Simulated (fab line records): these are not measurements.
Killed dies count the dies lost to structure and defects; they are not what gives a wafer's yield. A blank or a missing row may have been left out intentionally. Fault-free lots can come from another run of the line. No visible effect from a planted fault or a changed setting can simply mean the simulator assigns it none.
fab line records / flow sky130
record: lots: 6 wafers: 18 last-day: 50
route steps=708 shown RES_PROTECT@214 POLY_GATE@217 PAD_OPEN@708
lots that met no fault: taken from a fault-free run of the same line
start-h: hours from the record's opening day to when the first of the lot's shown wafers began / wait-h: hours from the lot's prior step to this one / " as in the row above / L1.1+2: a single row standing in for several wafers / - value missing, or start not given / * or withheld: withheld / < > ~ a bound
route shown NAME@n: names a module that has steps shown in the file, with the first one's number in the route / usual: mean/standard deviation taken from wafers without a fault / same: alike in all rows / chamber/n: place in a boat / sites: per-site readings / _std_site: the values' standard deviation / _edge_site: outer sites' mean less inner sites' / radius-mm: for every site, how far away it sits from the centre of the wafer / mask NAME#n: copy n / behind: tool/chamber where the wafer was last shaped / hold: reason for holding the lot/hours on hold/outcome of the hold / device: names the non-switching transistor (n, p or np) / end of line: at the end of the route, the tests of the same wafers / a step given without rows: its recipe and nothing more / killed: dies that structure and defects cost at the first sort, which is not the same as the wafer's yield / map: shows each die of a wafer: x if killed, . if not, _ if none is there
set.NAME: the setting that was run; set.NAME@STEP: the one run at that earlier step / model.NAME: the simulator's own value behind a step, which no gauge read
certain route steps with their lots: each step a table, each wafer a row
services: when a tool's chamber went out of use (start-h, in hours from the record's first day, below 0 if earlier), for how many hours, and the reason
== steps ==
step: SKY_RES_PROTECT_STRIP_07
recipe: chemistry: O2/N2 power-w: 1400 pressure-mtorr: 1500 platen-temp-c: withheld o2-flow-sccm: 3000 n2-flow-sccm: 300 overash-fraction: 0.5
usual: drypump-motor-current-A: 5.9/0.38 oes-product-au: 0.517/0.0047 strip-time-to-endpoint-s: 23.36/0.04
lot.wafer=L459.3 tool=plasma-asher-04 chamber=0 start-h=381.22 wait-h=0.1 drypump-motor-current-A=6.2 oes-product-au=0.526 rf-hours-counter-h=- strip-time-to-endpoint-s=23.28
lot.wafer=L459.5 tool=plasma-asher-04 chamber=1 start-h=381.22 wait-h=0.1 drypump-motor-current-A=6.6 oes-product-au=0.510 rf-hours-counter-h=- strip-time-to-endpoint-s=23.27
lot.wafer=L459.6 tool=plasma-asher-04 chamber=0 start-h=381.22 wait-h=0.1 drypump-motor-current-A=6.2 oes-product-au=0.516 rf-hours-counter-h=- strip-time-to-endpoint-s=23.25
lot.wafer=L463.1 tool=plasma-asher-01 chamber=0 start-h=421.72 wait-h=0.1 drypump-motor-current-A=5.5 oes-product-au=0.518 rf-hours-counter-h=32 strip-time-to-endpoint-s=23.36
lot.wafer=L463.2 tool=plasma-asher-01 chamber=1 start-h=421.72 wait-h=0.1 drypump-motor-current-A=6.1 oes-product-au=0.524 rf-hours-counter-h=32 strip-time-to-endpoint-s=23.37
lot.wafer=L463.5 tool=plasma-asher-01 chamber=0 start-h=421.72 wait-h=0.1 drypump-motor-current-A=5.5 oes-product-au=0.512 rf-hours-counter-h=- strip-time-to-endpoint-s=23.39
lot.wafer=L467.1 tool=plasma-asher-01 chamber=1 start-h=450.44 wait-h=0.1 drypump-motor-current-A=6.2 oes-product-au=0.517 rf-hours-counter-h=35 strip-time-to-endpoint-s=23.36
lot.wafer=L467.2 tool=plasma-asher-01 chamber=0 start-h=450.44 wait-h=0.1 drypump-motor-current-A=5.5 oes-product-au=0.527 rf-hours-counter-h=35 strip-time-to-endpoint-s=23.36
lot.wafer=L467.4 tool=plasma-asher-01 chamber=0 start-h=450.44 wait-h=0.1 drypump-motor-current-A=5.5 oes-product-au=0.512 rf-hours-counter-h=- strip-time-to-endpoint-s=23.39
lot.wafer=L468.3 tool=plasma-asher-02 chamber=0 start-h=462.82 wait-h=0.1 drypump-motor-current-A=5.6 oes-product-au=0.523 rf-hours-counter-h=- strip-time-to-endpoint-s=23.32
lot.wafer=L468.4 tool=plasma-asher-02 chamber=1 start-h=462.82 wait-h=0.1 drypump-motor-current-A=5.8 oes-product-au=0.513 rf-hours-counter-h=- strip-time-to-endpoint-s=23.33
lot.wafer=L468.5 tool=plasma-asher-02 chamber=1 start-h=462.82 wait-h=0.1 drypump-motor-current-A=5.8 oes-product-au=0.517 rf-hours-counter-h=- strip-time-to-endpoint-s=23.37
lot.wafer=L470.2 tool=plasma-asher-01 chamber=1 start-h=484.24 wait-h=0.1 drypump-motor-current-A=6.1 oes-product-au=0.523 rf-hours-counter-h=38 strip-time-to-endpoint-s=23.36
lot.wafer=L470.3 tool=plasma-asher-01 chamber=0 start-h=484.24 wait-h=0.1 drypump-motor-current-A=5.5 oes-product-au=0.512 rf-hours-counter-h=- strip-time-to-endpoint-s=23.38
lot.wafer=L470.5 tool=plasma-asher-01 chamber=0 start-h=484.24 wait-h=0.1 drypump-motor-current-A=5.5 oes-product-au=0.514 rf-hours-counter-h=- strip-time-to-endpoint-s=23.38
lot.wafer=L477.4 tool=plasma-asher-01 chamber=0 start-h=537.77 wait-h=0.1 drypump-motor-current-A=5.5 oes-product-au=0.512 rf-hours-counter-h=- strip-time-to-endpoint-s=23.36
lot.wafer=L477.5 tool=plasma-asher-01 chamber=1 start-h=537.77 wait-h=0.1 drypump-motor-current-A=6.1 oes-product-au=0.506 rf-hours-counter-h=- strip-time-to-endpoint-s=23.27
lot.wafer=L477.6 tool=plasma-asher-01 chamber=0 start-h=537.77 wait-h=0.1 drypump-motor-current-A=5.5 oes-product-au=0.517 rf-hours-counter-h=- strip-time-to-endpoint-s=23.29
step: SKY_RES_PROTECT_TW_MEAS_08
usual: POLY_GATE_TW: 4058/21
lot.wafer=L459.3 tool=film-metro-01 chamber=- start-h=381.31 wait-h=0.1 POLY_GATE_TW=4047
lot.wafer=L459.5 tool=film-metro-01 chamber=- start-h=381.31 wait-h=0.1 POLY_GATE_TW=4035
lot.wafer=L459.6 tool=film-metro-01 chamber=- start-h=381.31 wait-h=0.1 POLY_GATE_TW=4039
lot.wafer=L463.1 tool=film-metro-01 chamber=- start-h=421.82 wait-h=0.1 POLY_GATE_TW=4048
lot.wafer=L463.2 tool=film-metro-01 chamber=- start-h=421.82 wait-h=0.1 POLY_GATE_TW=4012
lot.wafer=L463.5 tool=film-metro-01 chamber=- start-h=421.82 wait-h=0.1 POLY_GATE_TW=4046
lot.wafer=L467.1 tool=film-metro-04 chamber=- start-h=450.54 wait-h=0.1 POLY_GATE_TW=4059
lot.wafer=L467.2 tool=film-metro-04 chamber=- start-h=450.54 wait-h=0.1 POLY_GATE_TW=4073
lot.wafer=L467.4 tool=film-metro-04 chamber=- start-h=450.54 wait-h=0.1 POLY_GATE_TW=4056
lot.wafer=L468.3 tool=film-metro-04 chamber=- start-h=462.91 wait-h=0.1 POLY_GATE_TW=4070
lot.wafer=L468.4 tool=film-metro-04 chamber=- start-h=462.91 wait-h=0.1 POLY_GATE_TW=4055
lot.wafer=L468.5 tool=film-metro-04 chamber=- start-h=462.91 wait-h=0.1 POLY_GATE_TW=4036
lot.wafer=L470.2 tool=film-metro-04 chamber=- start-h=484.35 wait-h=0.1 POLY_GATE_TW=4095
lot.wafer=L470.3 tool=film-metro-04 chamber=- start-h=484.35 wait-h=0.1 POLY_GATE_TW=4031
lot.wafer=L470.5 tool=film-metro-04 chamber=- start-h=484.35 wait-h=0.1 POLY_GATE_TW=4060
lot.wafer=L477.4 tool=film-metro-03 chamber=- start-h=537.87 wait-h=0.1 POLY_GATE_TW=4050
lot.wafer=L477.5 tool=film-metro-03 chamber=- start-h=537.87 wait-h=0.1 POLY_GATE_TW=4062
lot.wafer=L477.6 tool=film-metro-03 chamber=- start-h=537.87 wait-h=0.1 POLY_GATE_TW=4064
step: SKY_RES_PROTECT_CLEAN_09
recipe: chemistry: SC1/SC2 mix: 1:4:20 temp-c: 70 time-s: 150 dry: n2-spin
step: SKY_POLY_GATE_CVD_03
recipe: material: Si3N4 precursor: DCS/NH3 target-thk-nm: 75 temp-c: 770 time-s: 1290 pressure-mtorr: 250
step: SKY_POLY_GATE_THK_MEAS_04
recipe: reads: Si3N4_of_POLY_GATE_CVD_03
usual: POLY_GATE_CVD_03_THK: 74.5/0.59
lot.wafer=L459.3 tool=film-metro-01 chamber=- start-h=382.78 wait-h=0.0 POLY_GATE_CVD_03_THK[nm]=75.5
lot.wafer=L459.5 tool=film-metro-01 chamber=- start-h=382.78 wait-h=0.0 POLY_GATE_CVD_03_THK[nm]=75.5
lot.wafer=L459.6 tool=film-metro-01 chamber=- start-h=382.78 wait-h=0.0 POLY_GATE_CVD_03_THK[nm]=75.8
lot.wafer=L463.1 tool=film-metro-03 chamber=- start-h=425.14 wait-h=0.0 POLY_GATE_CVD_03_THK[nm]=74.7
lot.wafer=L463.2 tool=film-metro-03 chamber=- start-h=425.14 wait-h=0.0 POLY_GATE_CVD_03_THK[nm]=74.5
lot.wafer=L463.5 tool=film-metro-03 chamber=- start-h=425.14 wait-h=0.0 POLY_GATE_CVD_03_THK[nm]=74.9
lot.wafer=L467.1 tool=film-metro-01 chamber=- start-h=452.01 wait-h=0.0 POLY_GATE_CVD_03_THK[nm]=73.1
lot.wafer=L467.2 tool=film-metro-01 chamber=- start-h=452.01 wait-h=0.0 POLY_GATE_CVD_03_THK[nm]=73.6
lot.wafer=L467.4 tool=film-metro-01 chamber=- start-h=452.01 wait-h=0.0 POLY_GATE_CVD_03_THK[nm]=72.9
lot.wafer=L468.3 tool=film-metro-01 chamber=- start-h=464.38 wait-h=0.0 POLY_GATE_CVD_03_THK[nm]=74.0
lot.wafer=L468.4 tool=film-metro-01 chamber=- start-h=464.38 wait-h=0.0 POLY_GATE_CVD_03_THK[nm]=74.2
lot.wafer=L468.5 tool=film-metro-01 chamber=- start-h=464.38 wait-h=0.0 POLY_GATE_CVD_03_THK[nm]=74.3
lot.wafer=L470.2 tool=film-metro-03 chamber=- start-h=486.16 wait-h=0.0 POLY_GATE_CVD_03_THK[nm]=74.7
lot.wafer=L470.3 tool=film-metro-03 chamber=- start-h=486.16 wait-h=0.0 POLY_GATE_CVD_03_THK[nm]=74.9
lot.wafer=L470.5 tool=film-metro-03 chamber=- start-h=486.16 wait-h=0.0 POLY_GATE_CVD_03_THK[nm]=74.1
lot.wafer=L477.4 tool=film-metro-03 chamber=- start-h=540.01 wait-h=0.0 POLY_GATE_CVD_03_THK[nm]=73.7
lot.wafer=L477.5 tool=film-metro-03 chamber=- start-h=540.01 wait-h=0.0 POLY_GATE_CVD_03_THK[nm]=74.7
lot.wafer=L477.6 tool=film-metro-03 chamber=- start-h=540.01 wait-h=0.0 POLY_GATE_CVD_03_THK[nm]=74.3
step: SKY_POLY_GATE_DEHYDRATE_05
recipe: temp-c: 200 time-s: 60
step: SKY_POLY_GATE_HMDS_06
recipe: prime-time-s: 60 prime-temp-c: 120
step: SKY_POLY_GATE_COAT_07
recipe: resist: BARC temp-c: withheld time-s: withheld spin-rpm: 3000 resist-thk-nm: 110
step: SKY_POLY_GATE_COAT_08
recipe: resist: KrF-thick spin-rpm: 3000 resist-thk-nm: 450
step: SKY_POLY_GATE_SOFTBAKE_09
recipe: temp-c: 100 time-s: 90 resist: KrF-thick
step: SKY_POLY_GATE_EXPOSE_10
recipe: mask-id: P1M na: 0.68 source-shape: conventional sigma-outer: 0.6 target-cd-nm: 150 dose-mj: 28
step: SKY_POLY_GATE_PEB_11
recipe: peb-temp-c: withheld peb-time-s: withheld resist: KrF-thick
step: SKY_POLY_GATE_DEVELOP_12
recipe: develop-time-s: 60 resist: KrF-thick dev-temp-c: 21
usual: developer-temp-C: 20.98/0.1
lot.wafer=L459.3 tool=litho-track-03 chamber=0 start-h=411 wait-h=- developer-temp-C=21.00
lot.wafer=L459.5 tool=litho-track-03 chamber=0 start-h=412 wait-h=- developer-temp-C=21.01
lot.wafer=L459.6 tool=litho-track-03 chamber=0 start-h=412 wait-h=- developer-temp-C=21.09
lot.wafer=L463.1 tool=litho-track-01 chamber=0 start-h=455 wait-h=- developer-temp-C=20.82
lot.wafer=L463.2 tool=litho-track-01 chamber=0 start-h=455 wait-h=- developer-temp-C=20.92
lot.wafer=L463.5 tool=litho-track-01 chamber=0 start-h=455 wait-h=- developer-temp-C=21.03
lot.wafer=L467.1 tool=litho-track-01 chamber=0 start-h=481 wait-h=- developer-temp-C=18.82
lot.wafer=L467.2 tool=litho-track-01 chamber=0 start-h=481 wait-h=- developer-temp-C=18.61
lot.wafer=L467.4 tool=litho-track-01 chamber=0 start-h=481 wait-h=- developer-temp-C=18.75
lot.wafer=L468.3 tool=litho-track-01 chamber=0 start-h=494 wait-h=- developer-temp-C=18.83
lot.wafer=L468.4 tool=litho-track-01 chamber=0 start-h=494 wait-h=- developer-temp-C=18.84
lot.wafer=L468.5 tool=litho-track-01 chamber=0 start-h=494 wait-h=- developer-temp-C=18.91
lot.wafer=L470.2 tool=litho-track-04 chamber=0 start-h=516 wait-h=- developer-temp-C=20.89
lot.wafer=L470.3 tool=litho-track-04 chamber=0 start-h=516 wait-h=- developer-temp-C=20.91
lot.wafer=L470.5 tool=litho-track-04 chamber=0 start-h=516 wait-h=- developer-temp-C=20.96
lot.wafer=L477.4 tool=litho-track-04 chamber=0 start-h=568 wait-h=- developer-temp-C=21.05
lot.wafer=L477.5 tool=litho-track-04 chamber=0 start-h=568 wait-h=- developer-temp-C=20.94
lot.wafer=L477.6 tool=litho-track-04 chamber=0 start-h=568 wait-h=- developer-temp-C=20.92
step: SKY_POLY_GATE_CD_MEAS_13
recipe: target-cd-nm: 150
usual: cd-nm: 149.5/1.7
lot.wafer=L459.3 tool=cd-sem-02 chamber=- start-h=412.13 wait-h=- cd-nm=151.4
lot.wafer=L459.5 tool=cd-sem-02 chamber=- start-h=412.13 wait-h=- cd-nm=152.3
lot.wafer=L459.6 tool=cd-sem-02 chamber=- start-h=412.13 wait-h=- cd-nm=150.1
lot.wafer=L463.1 tool=cd-sem-02 chamber=- start-h=455.97 wait-h=- cd-nm=151.6
lot.wafer=L463.2 tool=cd-sem-02 chamber=- start-h=455.97 wait-h=- cd-nm=151.3
lot.wafer=L463.5 tool=cd-sem-02 chamber=- start-h=455.97 wait-h=- cd-nm=150.3
lot.wafer=L467.1 tool=cd-sem-02 chamber=- start-h=482.07 wait-h=- cd-nm=153.4
lot.wafer=L467.2 tool=cd-sem-02 chamber=- start-h=482.07 wait-h=- cd-nm=153.7
lot.wafer=L467.4 tool=cd-sem-02 chamber=- start-h=482.07 wait-h=- cd-nm=153.5
lot.wafer=L468.3 tool=cd-sem-01 chamber=- start-h=495.06 wait-h=- cd-nm=151.3
lot.wafer=L468.4 tool=cd-sem-01 chamber=- start-h=495.06 wait-h=- cd-nm=152.0
lot.wafer=L468.5 tool=cd-sem-01 chamber=- start-h=495.06 wait-h=- cd-nm=150.4
lot.wafer=L470.2 tool=cd-sem-01 chamber=- start-h=516.50 wait-h=- cd-nm=151.1
lot.wafer=L470.3 tool=cd-sem-01 chamber=- start-h=516.50 wait-h=- cd-nm=149.8
lot.wafer=L470.5 tool=cd-sem-01 chamber=- start-h=516.50 wait-h=- cd-nm=151.4
lot.wafer=L477.4 tool=cd-sem-02 chamber=- start-h=568.99 wait-h=- cd-nm=147.4
lot.wafer=L477.5 tool=cd-sem-02 chamber=- start-h=568.99 wait-h=- cd-nm=148.2
lot.wafer=L477.6 tool=cd-sem-02 chamber=- start-h=568.99 wait-h=- cd-nm=149.5
step: SKY_PAD_OPEN_PROBE_99
usual: killed_at_M0_to_M3: 43/7.7 killed_at_M4_up: 2.9/1.7 killed-at-contacts: 24/5.5 killed-at-front-end: 15/4 killed-at-other: 0.4/0.66 killed-dies: 86/9.4 killed-open: 47/6.7 killed-short: 38/6.2
same: gross-dies: 492 killed-at-back-side: 0
lot.wafer=L459.3 tool=prober-01 chamber=- start-h=1105.76 wait-h=0.2 killed_at_M0_to_M3=57 killed_at_M4_up=5 killed-at-contacts=13 killed-at-front-end=12 killed-at-other=0 killed-dies=87 killed-open=52 killed-short=35
lot.wafer=L459.5 tool=prober-01 chamber=- start-h=1105.86 wait-h=0.2 killed_at_M0_to_M3=40 killed_at_M4_up=3 killed-at-contacts=27 killed-at-front-end=18 killed-at-other=2 killed-dies=90 killed-open=54 killed-short=36
lot.wafer=L459.6 tool=prober-01 chamber=- start-h=1105.91 wait-h=0.2 killed_at_M0_to_M3=34 killed_at_M4_up=4 killed-at-contacts=23 killed-at-front-end=27 killed-at-other=0 killed-dies=88 killed-open=46 killed-short=41
lot.wafer=L463.1 tool=prober-01 chamber=- start-h=1133.22 wait-h=0.1 killed_at_M0_to_M3=40 killed_at_M4_up=2 killed-at-contacts=28 killed-at-front-end=16 killed-at-other=1 killed-dies=87 killed-open=45 killed-short=42
lot.wafer=L463.2 tool=prober-01 chamber=- start-h=1133.27 wait-h=0.1 killed_at_M0_to_M3=45 killed_at_M4_up=5 killed-at-contacts=17 killed-at-front-end=22 killed-at-other=1 killed-dies=90 killed-open=50 killed-short=40
lot.wafer=L463.5 tool=prober-01 chamber=- start-h=1133.42 wait-h=0.2 killed_at_M0_to_M3=52 killed_at_M4_up=6 killed-at-contacts=22 killed-at-front-end=10 killed-at-other=0 killed-dies=90 killed-open=50 killed-short=40
lot.wafer=L467.1 tool=prober-01 chamber=- start-h=1150.42 wait-h=0.1 killed_at_M0_to_M3=43 killed_at_M4_up=4 killed-at-contacts=29 killed-at-front-end=15 killed-at-other=0 killed-dies=91 killed-open=43 killed-short=48
lot.wafer=L467.2 tool=prober-01 chamber=- start-h=1150.47 wait-h=0.1 killed_at_M0_to_M3=54 killed_at_M4_up=3 killed-at-contacts=16 killed-at-front-end=14 killed-at-other=0 killed-dies=87 killed-open=44 killed-short=43
lot.wafer=L467.4 tool=prober-01 chamber=- start-h=1150.57 wait-h=0.2 killed_at_M0_to_M3=43 killed_at_M4_up=3 killed-at-contacts=20 killed-at-front-end=10 killed-at-other=0 killed-dies=76 killed-open=42 killed-short=34
lot.wafer=L468.3 tool=prober-02 chamber=- start-h=1158.07 wait-h=0.2 killed_at_M0_to_M3=45 killed_at_M4_up=2 killed-at-contacts=27 killed-at-front-end=18 killed-at-other=1 killed-dies=93 killed-open=49 killed-short=44
lot.wafer=L468.4 tool=prober-02 chamber=- start-h=1158.12 wait-h=0.2 killed_at_M0_to_M3=26 killed_at_M4_up=2 killed-at-contacts=18 killed-at-front-end=15 killed-at-other=0 killed-dies=61 killed-open=40 killed-short=21
lot.wafer=L468.5 tool=prober-02 chamber=- start-h=1158.17 wait-h=0.2 killed_at_M0_to_M3=48 killed_at_M4_up=3 killed-at-contacts=23 killed-at-front-end=15 killed-at-other=0 killed-dies=89 killed-open=53 killed-short=36
lot.wafer=L470.2 tool=prober-02 chamber=- start-h=1169.66 wait-h=0.1 killed_at_M0_to_M3=37 killed_at_M4_up=2 killed-at-contacts=25 killed-at-front-end=19 killed-at-other=1 killed-dies=84 killed-open=50 killed-short=34
lot.wafer=L470.3 tool=prober-02 chamber=- start-h=1169.71 wait-h=0.2 killed_at_M0_to_M3=46 killed_at_M4_up=4 killed-at-contacts=30 killed-at-front-end=22 killed-at-other=0 killed-dies=102 killed-open=61 killed-short=39
lot.wafer=L470.5 tool=prober-02 chamber=- start-h=1169.81 wait-h=0.2 killed_at_M0_to_M3=38 killed_at_M4_up=0 killed-at-contacts=19 killed-at-front-end=19 killed-at-other=0 killed-dies=76 killed-open=45 killed-short=31
lot.wafer=L477.4 tool=prober-01 chamber=- start-h=1200.41 wait-h=0.2 killed_at_M0_to_M3=47 killed_at_M4_up=4 killed-at-contacts=26 killed-at-front-end=11 killed-at-other=2 killed-dies=90 killed-open=47 killed-short=43
lot.wafer=L477.5 tool=prober-01 chamber=- start-h=1200.46 wait-h=0.2 killed_at_M0_to_M3=31 killed_at_M4_up=3 killed-at-contacts=20 killed-at-front-end=9 killed-at-other=1 killed-dies=64 killed-open=42 killed-short=22
lot.wafer=L477.6 tool=prober-01 chamber=- start-h=1200.51 wait-h=0.2 killed_at_M0_to_M3=51 killed_at_M4_up=4 killed-at-contacts=20 killed-at-front-end=13 killed-at-other=2 killed-dies=90 killed-open=51 killed-short=39
killed by level:class
L459.3 VIA1:geometric-particle:open=16 VIA3:geometric-particle:open=9 VIA2:geometric-particle:open=7 LOCAL_INTERCONNECT:geometric-particle:short=5 VIA1:geometric-particle:short=5 FIELD_ISO:geometric-particle:open=4 POLY_GATE:geometric-particle:open=4 METAL2:geometric-particle:short=4
L459.5 VIA1:geometric-particle:open=14 CONTACT:geometric-particle:open=9 VIA2:geometric-particle:open=8 POLY_GATE:geometric-particle:open=6 LOCAL_INTERCONNECT:geometric-particle:short=6 VIA3:geometric-particle:open=6 POLY_GATE:geometric-particle:short=5 FIELD_ISO:geometric-particle:open=4
L459.6 CONTACT:geometric-particle:open=12 FIELD_ISO:geometric-particle:open=9 VIA3:geometric-particle:open=8 POLY_GATE:geometric-particle:short=6 VIA1:geometric-particle:short=6 VIA1:geometric-particle:open=6 FIELD_ISO:geometric-particle:short=5 POLY_GATE:geometric-particle:open=5
L463.1 VIA1:geometric-particle:open=11 CONTACT:geometric-particle:open=9 CONTACT:geometric-particle:short=7 VIA1:geometric-particle:short=6 FIELD_ISO:geometric-particle:short=5 LOCAL_INTERCONNECT:geometric-particle:short=5 METAL3:geometric-particle:short=5 VIA3:geometric-particle:open=5
L463.2 VIA1:geometric-particle:open=10 VIA2:geometric-particle:open=7 POLY_GATE:geometric-particle:open=6 CONTACT:geometric-particle:open=6 METAL1:geometric-particle:short=6 FIELD_ISO:geometric-particle:short=5 LI_CONTACT:geometric-particle:open=5 METAL2:geometric-particle:short=5
L463.5 VIA1:geometric-particle:open=16 VIA2:geometric-particle:open=11 METAL2:geometric-particle:short=8 CONTACT:geometric-particle:open=7 LOCAL_INTERCONNECT:geometric-particle:short=5 METAL4:geometric-particle:short=5 VIA1:geometric-particle:short=5 FIELD_ISO:geometric-particle:short=4
L467.1 VIA3:geometric-particle:open=10 CONTACT:geometric-particle:short=8 VIA1:geometric-particle:open=8 CONTACT:geometric-particle:open=7 LOCAL_INTERCONNECT:geometric-particle:short=6 POLY_GATE:geometric-particle:short=5 LI_CONTACT:geometric-particle:open=4 VIA1:geometric-particle:short=4
L467.2 VIA1:geometric-particle:open=14 VIA3:geometric-particle:open=9 VIA3:geometric-particle:short=8 POLY_GATE:geometric-particle:short=5 CONTACT:geometric-particle:short=5 METAL1:geometric-particle:short=5 LI_CONTACT:geometric-particle:open=4 CONTACT:geometric-particle:open=4
L467.4 CONTACT:geometric-particle:open=11 VIA1:geometric-particle:open=10 VIA2:geometric-particle:open=8 METAL1:geometric-particle:short=5 VIA3:geometric-particle:open=5 VIA1:geometric-particle:short=5 CONTACT:geometric-particle:short=4 FIELD_ISO:geometric-particle:short=3
L468.3 CONTACT:geometric-particle:open=10 VIA2:geometric-particle:open=8 VIA3:geometric-particle:open=7 VIA1:geometric-particle:open=7 METAL2:geometric-particle:short=7 POLY_GATE:geometric-particle:short=6 LI_CONTACT:geometric-particle:open=6 LOCAL_INTERCONNECT:geometric-particle:short=6
L468.4 CONTACT:geometric-particle:open=10 VIA3:geometric-particle:open=6 FIELD_ISO:geometric-particle:open=5 VIA2:geometric-particle:open=5 POLY_GATE:geometric-particle:short=5 VIA1:geometric-particle:open=5 LI_CONTACT:geometric-particle:open=4 VIA2:geometric-particle:short=3
L468.5 VIA3:geometric-particle:open=11 CONTACT:geometric-particle:open=9 METAL1:geometric-particle:short=8 LI_CONTACT:geometric-particle:open=8 VIA2:geometric-particle:open=8 VIA1:geometric-particle:open=7 VIA1:geometric-particle:short=4 SPACER:geometric-particle:short=4
L470.2 CONTACT:geometric-particle:open=13 LI_CONTACT:geometric-particle:open=9 METAL1:geometric-particle:short=7 VIA1:geometric-particle:open=6 FIELD_ISO:geometric-particle:open=4 POLY_GATE:geometric-particle:short=4 VIA2:geometric-particle:open=4 VIA3:geometric-particle:short=4
L470.3 LI_CONTACT:geometric-particle:open=11 CONTACT:geometric-particle:open=11 VIA1:geometric-particle:open=9 FIELD_ISO:geometric-particle:open=8 FIELD_ISO:geometric-particle:short=7 METAL1:geometric-particle:short=7 VIA2:geometric-particle:open=6 CONTACT:geometric-particle:short=5
L470.5 VIA1:geometric-particle:open=10 METAL1:geometric-particle:short=9 LI_CONTACT:geometric-particle:open=7 FIELD_ISO:geometric-particle:open=6 CONTACT:geometric-particle:open=6 FIELD_ISO:geometric-particle:short=5 VIA3:geometric-particle:open=5 VIA2:geometric-particle:open=4
L477.4 CONTACT:geometric-particle:open=11 VIA2:geometric-particle:open=8 METAL2:geometric-particle:short=7 VIA3:geometric-particle:open=7 LOCAL_INTERCONNECT:geometric-particle:short=5 VIA1:geometric-particle:open=5 LI_CONTACT:geometric-particle:open=4 CONTACT:geometric-particle:short=4
L477.5 VIA1:geometric-particle:open=13 LI_CONTACT:geometric-particle:open=7 CONTACT:geometric-particle:open=6 VIA2:geometric-particle:open=6 CONTACT:geometric-particle:short=4 FIELD_ISO:geometric-particle:open=3 POLY_GATE:geometric-particle:short=3 METAL1:geometric-particle:short=3
L477.6 VIA1:geometric-particle:open=10 VIA2:geometric-particle:open=9 METAL1:geometric-particle:short=9 CONTACT:geometric-particle:open=8 METAL2:geometric-particle:short=7 LI_CONTACT:geometric-particle:open=5 VIA3:geometric-particle:open=5 FIELD_ISO:geometric-particle:open=4
== services ==
tool=plasma-asher-04 chamber=- start-h=384.16 hours=4.2 kind=repair
tool=plasma-asher-02 chamber=- start-h=385.04 hours=21.0 kind=repair
tool=plasma-asher-02 chamber=- start-h=421.25 hours=9.0 kind=pm
tool=plasma-asher-02 chamber=0 start-h=421.25 hours=9.0 kind=vent-cycle
tool=plasma-asher-02 chamber=1 start-h=421.25 hours=9.0 kind=vent-cycle
tool=plasma-asher-02 chamber=0 start-h=430.25 hours=- kind=clean
tool=plasma-asher-02 chamber=1 start-h=430.25 hours=- kind=clean
tool=plasma-asher-01 chamber=- start-h=458.78 hours=8.1 kind=repair
tool=plasma-asher-02 chamber=- start-h=512.16 hours=2.7 kind=pm
== key ==
first-sign: step: SKY_POLY_GATE_DEVELOP_12 reading: developer-temp-C direction: down sigmas: 21 usual: * struck: *
effect: step: SKY_POLY_GATE_CD_MEAS_13 reading: cd-nm direction: up sigmas: 1.8 usual: 149.5 struck: 152.4
met-at SKY_POLY_GATE_DEVELOP_12
struck-wafers L467.1,L467.2,L467.4,L468.3,L468.4,L468.5
tester-left-out L467,L468
onset-between 455 481
fault: kind: process-parameter-drift tool: litho-track-01 chamber: - onset-h: 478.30 steps: SKY_POLY_GATE_DEVELOP_12 channel: dev-temp-c offset: * shape: step end-h: 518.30 acts-in: * stated: *
tester-left-out: of these lots the tester's yield and bins aren't shown, on N5 and GAA mostly nor the transistor test; their killed dies are dies lost to structure and defects alone, not to doping, threshold or leakage, so they don't give the yield
